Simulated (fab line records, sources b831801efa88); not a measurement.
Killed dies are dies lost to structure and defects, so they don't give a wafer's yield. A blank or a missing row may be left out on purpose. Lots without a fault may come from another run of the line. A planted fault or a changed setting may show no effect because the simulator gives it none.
fab line records | flow sky130
record lots=6 wafers=18 last_day=50
route steps=708 shown SONOS_ONO@186 GATE_OXIDE@187 PAD_OPEN@708
lots that met no fault: from a run of the same line without faults
start_h: hours from the record's first day to the start of the lot's first wafer shown | wait_h: hours since the lot's step before | " the same as in the row above | L1.1+2: a row that stands for several wafers | - no value, or no start given | * or withheld: withheld | < > ~ a bound
route shown NAME@n: a module of which the file shows steps, and the number in the route of the first | usual: mean/standard deviation of fault-free wafers | same: alike in all rows | chamber/n: place in a boat | sites: the reading at each site | _std_site: their standard deviation | _edge_site: outer sites' mean less inner sites' | radius_mm: how far each site lies from the wafer's centre | mask NAME#n: copy n | behind: the tool/chamber that last shaped the wafer | hold: why the lot was held/for how many hours/how that ended | device: the transistor (n, p or np) that didn't switch | end of line: the same wafers' tests at the end of the route | a step without rows: its recipe alone | killed: dies lost to structure and defects at the first sort, not the wafer's yield | map: a wafer's dies, x killed, . not, _ none there
set.NAME: the setting as run; set.NAME@STEP: as run at that earlier step | model.NAME: the simulator's own value behind a step, which no gauge read
lots at some steps of the route; a table a step, a row a wafer
services: from which hour (start_h, from the record's first day; less than 0 if before it) a tool's chamber was out of use, for how many hours, and why
## steps
# step SKY_SONOS_ONO_WET_ETCH_18
# recipe chemistry=H3PO4 target_depth_nm=15 target=Si3N4 temp_c=160 time_s=172
# step SKY_GATE_OXIDE_CLEAN_00
# recipe chemistry=SC1/SC2 mix=1:4:20 temp_c=70 time_s=150 dry=n2_spin
# step SKY_GATE_OXIDE_OXIDATION_01
# recipe temp_c=900 ambient=O2 stabilise_s=600 purge_s=300 target_thk_a=102.68 ox_time_s=1473
# step SKY_GATE_OXIDE_THK_MEAS_02
# recipe reads=SiO2_of_GATE_OXIDE_OXIDATION_01
# usual GATE_OXIDE_OXIDATION_00_THK=10.28/0.18
# columns lot.wafer tool chamber start_h wait_h GATE_OXIDE_OXIDATION_00_THK[nm]
L835.3 film_metro-03 - 348.53 0.0 9.94
L835.4 " - " " 10.21
L835.5 " - " " 10.00
L838.2 film_metro-03 - 373.38 0.0 10.35
L838.4 " - " " 10.16
L838.6 " - " " 10.36
L839.2 film_metro-02 - 386.42 0.0 10.47
L839.5 " - " " 10.36
L839.6 " - " " 10.58
L840.1 film_metro-03 - 392.19 0.0 10.21
L840.2 " - " " 10.40
L840.5 " - " " 10.41
L849.4 film_metro-02 - 467.03 0.0 10.21
L849.5 " - " " 10.31
L849.6 " - " " 10.04
L850.1 film_metro-03 - 474.46 0.0 10.21
L850.3 " - " " 10.00
L850.5 " - " " 10.12
# step SKY_GATE_OXIDE_DEHYDRATE_03
# recipe temp_c=200 time_s=60
# step SKY_GATE_OXIDE_HMDS_04
# recipe prime_time_s=60 prime_temp_c=120
# step SKY_GATE_OXIDE_COAT_05
# recipe resist=NOVOLAK spin_rpm=3000 resist_thk_nm=1140
# step SKY_GATE_OXIDE_SOFTBAKE_06
# recipe temp_c=90 time_s=60 resist=NOVOLAK
# step SKY_GATE_OXIDE_EXPOSE_07
# recipe mask_id=LVOM na=0.6 source_shape=conventional sigma_outer=0.6 polarization=unpolarized target_cd_nm=600 dose_mj=170
# step SKY_GATE_OXIDE_PEB_08
# recipe temp_c=withheld time_s=* resist=NOVOLAK
# step SKY_GATE_OXIDE_DEVELOP_09
# recipe resist=NOVOLAK developer=TMAH develop_time_s=60 dev_temp_c=23
# step SKY_GATE_OXIDE_OVL_MEAS_10
# usual GATE_OXIDE_OVL=-0.2/1.3
# columns lot.wafer tool chamber start_h wait_h GATE_OXIDE_OVL[nm]
L835.3 overlay-02 - 377.16 0.1 0.7
L835.4 " - " " 2.1
L835.5 " - " " 0.4
L838.2 overlay-01 - 402.56 0.1 -0.6
L838.4 " - " " -0.7
L838.6 " - " " -1.1
L839.2 overlay-02 - 416.56 0.1 2.3
L839.5 " - " " -0.3
L839.6 " - " " -1.1
L840.1 overlay-01 - 421.10 0.1 -1.7
L840.2 " - " " -1.3
L840.5 " - " " -1.4
L849.4 overlay-01 - 497.86 0.1 0.8
L849.5 " - " " -0.5
L849.6 " - " " 0.2
L850.1 overlay-01 - 505.57 0.1 -1.1
L850.3 " - " " 0.7
L850.5 " - " " -1.7
# step SKY_GATE_OXIDE_IMPLANT_11
# recipe species=B energy_kev=10 dose_cm2=2.6e+12 tilt_deg=withheld
# usual dose_ions_cm2=2.5992e+12/2.8e+09 faraday_current_uA=14.68/0.28
# same implant_ion_amu=11
# columns lot.wafer tool chamber start_h wait_h dose_ions_cm2 faraday_current_uA
L835.3 implanter-03 0 377.23 0.1 2.6026e+12 14.56
L835.4 " 0 " " 2.5995e+12 14.72
L835.5 " 0 " " 2.5961e+12 14.49
L838.2 implanter-03 0 402.61 0.0 2.6035e+12 14.28
L838.4 " 0 " " 2.6019e+12 14.69
L838.6 " 0 " " 2.6037e+12 14.65
L839.2 implanter-04 0 416.61 0.0 2.0305e+12 11.51
L839.5 " 0 " " 2.0313e+12 11.63
L839.6 " 0 " " 2.0311e+12 11.21
L840.1 implanter-04 0 421.14 0.0 2.0333e+12 11.34
L840.2 " 0 " " 2.0325e+12 11.44
L840.5 " 0 " " 2.0339e+12 11.53
L849.4 implanter-04 0 497.95 0.1 2.5979e+12 14.41
L849.5 " 0 " " 2.5976e+12 14.77
L849.6 " 0 " " 2.5953e+12 14.47
L850.1 implanter-04 0 505.61 0.0 2.5992e+12 14.54
L850.3 " 0 " " 2.5998e+12 14.31
L850.5 " 0 " " 2.5964e+12 14.64
# step SKY_GATE_OXIDE_WET_ETCH_12
# recipe chemistry=dHF target_depth_nm=16.8 dry=n2_spin target=SiO2 dilution=100:1 temp_c=25 time_s=336
# step SKY_GATE_OXIDE_STRIP_13
# recipe chemistry=O2/N2 power_w=1400 pressure_mtorr=1500 platen_temp_c=withheld o2_flow_sccm=3000 n2_flow_sccm=300 overash_fraction=0.5
# usual drypump_motor_current_A=5.6/0.38 oes_product_au=0.716/0.0043 strip_time_to_endpoint_s=14.17/0.043
# columns lot.wafer tool chamber start_h wait_h drypump_motor_current_A oes_product_au rf_hours_counter_h strip_time_to_endpoint_s
L835.3 plasma_asher-03 0 377.47 0.0 4.9 0.715 - 14.19
L835.4 " 1 " " 5.7 0.717 - 14.19
L835.5 " 1 " " 5.7 0.725 - 14.24
L838.2 plasma_asher-04 0 402.85 0.0 5.4 0.715 28 14.28
L838.4 " 1 " " 5.8 0.722 - 14.28
L838.6 " 1 " " 5.8 0.720 - 14.23
L839.2 plasma_asher-02 1 416.85 0.0 5.8 0.715 70 14.20
L839.5 " 1 " " 5.7 0.712 - 14.21
L839.6 " 0 " " 6.1 0.719 - 14.19
L840.1 plasma_asher-04 0 421.39 0.0 5.4 0.717 30 14.23
L840.2 " 1 " " 5.8 0.720 30 14.23
L840.5 " 0 " " 5.4 0.715 - 14.22
L849.4 plasma_asher-02 1 498.16 0.0 5.7 0.716 - 14.18
L849.5 " 1 " " 5.7 0.717 - 14.16
L849.6 " 0 " " 6.1 0.713 - 14.15
L850.1 plasma_asher-03 1 505.86 0.0 5.7 0.705 81 14.19
L850.3 " 0 " " 4.9 0.719 - 14.17
L850.5 " 0 " " 4.9 0.719 - 14.18
# step SKY_GATE_OXIDE_TW_MEAS_14
# usual GATE_OXIDE_TW=225.3/1.1
# columns lot.wafer tool chamber start_h wait_h GATE_OXIDE_TW
L835.3 film_metro-01 - 377.55 0.1 225.2
L835.4 " - " " 225.8
L835.5 " - " " 225.1
L838.2 film_metro-03 - 402.96 0.1 226.2
L838.4 " - " " 225.6
L838.6 " - " " 225.9
L839.2 film_metro-02 - 416.96 0.1 209.5
L839.5 " - " " 209.2
L839.6 " - " " 210.0
L840.1 film_metro-03 - 421.49 0.1 210.1
L840.2 " - " " 210.2
L840.5 " - " " 209.4
L849.4 film_metro-02 - 498.26 0.1 226.2
L849.5 " - " " 226.5
L849.6 " - " " 225.8
L850.1 film_metro-03 - 505.96 0.1 225.9
L850.3 " - " " 226.6
L850.5 " - " " 225.4
# step SKY_GATE_OXIDE_CLEAN_15
# recipe chemistry=SC1/SC2 mix=1:4:20 temp_c=70 time_s=150 dry=n2_spin
# step SKY_PAD_OPEN_PROBE_99
# usual killed_at_M0_to_M3=43/6.5 killed_at_M4_up=3.2/1.8 killed_at_contacts=24/5.2 killed_at_front_end=15/4 killed_at_other=0.4/0.69 killed_dies=86/8.7 killed_open=47/7 killed_short=39/5.7
# same gross_dies=492 killed_at_back_side=0
# columns lot.wafer tool chamber start_h wait_h killed_at_M0_to_M3 killed_at_M4_up killed_at_contacts killed_at_front_end killed_at_other killed_dies killed_open killed_short model.etest.tip_p.rs_ohm_sq model.etest.pfet_01v8.r_on_ohm_um model.etest.nfet_01v8_lvt.drive_ua_um model.etest.nfet_01v8.drive_ua_um model.etest.nfet_01v8_turned.drive_ua_um model.etest.nfet_01v8_swapped.drive_ua_um model.etest.sram_nfet_pass.drive_ua_um model.etest.nfet_01v8.r_on_ohm_um
L835.3 prober-02 - 1126.62 0.2 43 2 23 20 1 89 56 32 6896 2913 574 509.3 510 513.7 514.6 826
L835.4 prober-02 - 1126.67 0.2 46 3 27 20 3 99 60 37 6855 2866 576 512.6 510 511.4 501.7 826.2
L835.5 prober-02 - 1126.72 0.2 53 9 16 15 2 95 51 42 6975 2858 582.1 518 514.1 511.8 521.5 824.1
L838.2 prober-01 - 1144.82 0.1 49 4 25 14 0 92 45 47 6846 2959 584.7 514.7 511.2 518.5 518.3 836.5
L838.4 prober-01 - 1144.92 0.2 34 5 23 21 0 83 38 44 6860 2942 586.3 514.1 515.1 512.9 497.5 823.6
L838.6 prober-01 - 1145.02 0.2 38 4 28 16 0 86 48 37 6825 3022 571.3 503.7 500.1 500.8 491.4 846.1
L839.2 prober-02 - 1146.32 0.1 46 1 13 21 0 81 42 38 7190 2970 613.8 537.7 539.2 537.8 524.5 787.5
L839.5 prober-02 - 1146.47 0.2 38 7 24 18 0 87 44 43 7180 3052 608.9 535.9 536.8 536.7 520.4 798.5
L839.6 prober-02 - 1146.52 0.2 42 2 22 14 1 81 50 31 7192 3042 619 538.9 538.4 542.3 524.7 791.9
L840.1 prober-01 - 1151.44 0.1 48 3 19 12 0 82 43 39 7138 3081 598.7 527.8 527.9 524.9 505.7 823.1
L840.2 prober-01 - 1151.49 0.1 48 1 21 14 0 84 48 36 7117 3067 608.8 533.2 531.5 526.7 503.4 810.2
L840.5 prober-01 - 1151.64 0.2 43 4 28 11 0 86 41 45 7074 3060 609 528.7 528.9 531 513.6 810.8
L849.4 prober-02 - 1196.72 0.2 45 5 23 16 1 90 51 37 6893 2862 575.6 502.8 497.4 500.6 476.4 846.6
L849.5 prober-02 - 1196.77 0.2 45 5 28 15 2 95 59 35 6935 3006 548.8 476.6 475.3 476.9 457.6 884.1
L849.6 prober-02 - 1196.82 0.2 49 5 18 20 1 93 56 34 6892 2883 555.3 489.7 490.9 491 475.6 858.7
L850.1 prober-01 - 1198.26 0.1 45 3 21 13 0 82 38 44 6769 2933 560.4 493.8 492.2 495.4 457.4 848.9
L850.3 prober-01 - 1198.36 0.2 50 5 21 18 0 94 50 44 6828 2899 555.9 485.6 483.7 491.7 472 864.5
L850.5 prober-01 - 1198.46 0.2 38 5 20 18 0 81 44 37 6796 2902 568 492.6 495.4 496.1 482.1 855.1
# killed by level:class
L835.3 CONTACT:geometric_particle:open=10 VIA1:geometric_particle:open=10 METAL1:geometric_particle:short=9 FIELD_ISO:geometric_particle:short=7 LI_CONTACT:geometric_particle:open=7 VIA3:geometric_particle:open=7 FIELD_ISO:geometric_particle:open=6 VIA2:geometric_particle:open=5
L835.4 LI_CONTACT:geometric_particle:open=12 CONTACT:geometric_particle:open=9 VIA3:geometric_particle:open=9 VIA1:geometric_particle:open=8 VIA2:geometric_particle:open=7 POLY_GATE:geometric_particle:open=6 METAL1:geometric_particle:short=6 METAL2:geometric_particle:short=6
L835.5 VIA1:geometric_particle:open=18 VIA1:geometric_particle:short=8 METAL4:geometric_particle:short=7 FIELD_ISO:geometric_particle:short=6 LI_CONTACT:geometric_particle:open=6 CONTACT:geometric_particle:open=6 VIA2:geometric_particle:open=6 METAL2:geometric_particle:short=5
L838.2 VIA1:geometric_particle:open=10 VIA3:geometric_particle:open=8 LOCAL_INTERCONNECT:geometric_particle:short=7 LI_CONTACT:geometric_particle:open=6 CONTACT:geometric_particle:short=6 METAL1:geometric_particle:short=6 VIA2:geometric_particle:open=6 FIELD_ISO:geometric_particle:open=5
L838.4 VIA1:geometric_particle:open=8 POLY_GATE:geometric_particle:short=7 METAL1:geometric_particle:short=7 LOCAL_INTERCONNECT:geometric_particle:short=7 CONTACT:geometric_particle:open=7 VIA3:geometric_particle:open=7 FIELD_ISO:geometric_particle:short=5 METAL4:geometric_particle:short=4
L838.6 VIA1:geometric_particle:short=8 VIA1:geometric_particle:open=8 LI_CONTACT:geometric_particle:open=7 LOCAL_INTERCONNECT:geometric_particle:short=6 CONTACT:geometric_particle:open=6 VIA3:geometric_particle:open=6 POLY_GATE:geometric_particle:open=5 VIA2:geometric_particle:open=5
L839.2 METAL1:geometric_particle:short=10 VIA3:geometric_particle:open=10 FIELD_ISO:geometric_particle:open=6 VIA1:geometric_particle:open=6 METAL2:geometric_particle:short=5 POLY_GATE:geometric_particle:open=4 POLY_GATE:geometric_particle:short=4 LI_CONTACT:geometric_particle:open=4
L839.5 VIA1:geometric_particle:short=8 LI_CONTACT:geometric_particle:open=8 VIA1:geometric_particle:open=8 POLY_GATE:geometric_particle:short=7 VIA3:geometric_particle:open=6 METAL1:geometric_particle:short=5 CONTACT:geometric_particle:short=4 CONTACT:geometric_particle:open=4
L839.6 VIA1:geometric_particle:open=12 VIA3:geometric_particle:open=7 LOCAL_INTERCONNECT:geometric_particle:short=6 CONTACT:geometric_particle:open=6 VIA2:geometric_particle:open=6 POLY_GATE:geometric_particle:short=4 LI_CONTACT:geometric_particle:open=4 METAL1:geometric_particle:short=4
L840.1 VIA1:geometric_particle:open=9 VIA1:geometric_particle:short=8 VIA3:geometric_particle:open=8 CONTACT:geometric_particle:short=6 CONTACT:geometric_particle:open=6 METAL1:geometric_particle:short=6 VIA2:geometric_particle:open=6 FIELD_ISO:geometric_particle:open=4
L840.2 VIA1:geometric_particle:open=14 LI_CONTACT:geometric_particle:open=8 VIA2:geometric_particle:open=8 METAL1:geometric_particle:short=6 VIA1:geometric_particle:short=5 POLY_GATE:geometric_particle:open=4 LI_CONTACT:geometric_particle:short=4 LOCAL_INTERCONNECT:geometric_particle:short=4
L840.5 VIA1:geometric_particle:open=9 METAL1:geometric_particle:short=8 LOCAL_INTERCONNECT:geometric_particle:short=7 CONTACT:geometric_particle:open=7 LI_CONTACT:geometric_particle:open=6 CONTACT:geometric_particle:short=6 VIA2:geometric_particle:open=6 VIA3:geometric_particle:open=6
L849.4 CONTACT:geometric_particle:open=13 VIA1:geometric_particle:open=12 VIA1:geometric_particle:short=9 FIELD_ISO:geometric_particle:open=6 VIA3:geometric_particle:open=6 POLY_GATE:geometric_particle:short=4 CONTACT:geometric_particle:short=4 VIA2:geometric_particle:open=4
L849.5 VIA1:geometric_particle:open=15 VIA3:geometric_particle:open=11 CONTACT:geometric_particle:open=9 POLY_GATE:geometric_particle:open=6 LI_CONTACT:geometric_particle:open=6 CONTACT:geometric_particle:short=6 METAL2:geometric_particle:short=6 FIELD_ISO:geometric_particle:open=4
L849.6 VIA3:geometric_particle:open=13 VIA1:geometric_particle:open=11 VIA2:geometric_particle:open=7 LI_CONTACT:geometric_particle:open=6 CONTACT:geometric_particle:open=6 VIA1:geometric_particle:short=6 FIELD_ISO:geometric_particle:open=5 FIELD_ISO:geometric_particle:short=5
L850.1 VIA1:geometric_particle:open=9 METAL2:geometric_particle:short=9 METAL1:geometric_particle:short=8 CONTACT:geometric_particle:open=6 CONTACT:geometric_particle:short=6 FIELD_ISO:geometric_particle:open=5 POLY_GATE:geometric_particle:short=5 VIA3:geometric_particle:open=5
L850.3 VIA1:geometric_particle:open=15 CONTACT:geometric_particle:open=9 FIELD_ISO:geometric_particle:short=8 LI_CONTACT:geometric_particle:open=8 VIA1:geometric_particle:short=7 POLY_GATE:geometric_particle:open=5 METAL1:geometric_particle:short=5 METAL2:geometric_particle:short=5
L850.5 CONTACT:geometric_particle:open=9 VIA1:geometric_particle:open=9 METAL2:geometric_particle:short=8 VIA3:geometric_particle:open=8 FIELD_ISO:geometric_particle:open=5 POLY_GATE:geometric_particle:short=4 POLY_GATE:geometric_particle:open=4 CONTACT:geometric_particle:short=4
## services
# columns tool chamber start_h hours kind
implanter-04 - 359.57 9.7 repair
implanter-03 - 409.43 3.8 pm
plasma_asher-03 - 411.54 0.8 repair
implanter-03 - 420.38 1.3 repair
plasma_asher-02 - 421.25 9.0 pm
plasma_asher-02 0 421.25 9.0 vent_cycle
plasma_asher-02 1 421.25 9.0 vent_cycle
plasma_asher-02 0 430.25 - clean
plasma_asher-02 1 430.25 - clean
plasma_asher-02 - 439.19 14.6 pm
implanter-03 - 448.61 0.6 repair
implanter-03 - 485.75 3.5 repair
## key
first_sign step=SKY_GATE_OXIDE_IMPLANT_11 reading=dose_ions_cm2 direction=down sigmas=99+ usual=* struck=*
effect step=SKY_GATE_OXIDE_IMPLANT_11 reading=faraday_current_uA direction=down sigmas=12 usual=14.68 struck=11.44
effect step=SKY_GATE_OXIDE_TW_MEAS_14 reading=GATE_OXIDE_TW direction=down sigmas=14 usual=225.3 struck=209.7
model_effect step=SKY_PAD_OPEN_PROBE_99 value=etest.tip_p.rs_ohm_sq without=6873 struck=7148
met_at SKY_GATE_OXIDE_IMPLANT_11
struck_wafers L839.2,L839.5,L839.6,L840.1,L840.2,L840.5
tester_left_out L839,L840
fault kind=process_parameter_drift tool=implanter-04 chamber=- onset_h=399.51 steps=SKY_GATE_OXIDE_IMPLANT_11 channel=dose_cm2 offset=* shape=step end_h=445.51 acts_in=* stated=*
# tester_left_out: of these lots the tester's yield and bins aren't shown, on N5 and GAA mostly nor the transistor test; their killed dies are dies lost to structure and defects alone, not to doping, threshold or leakage, so they don't give the yield
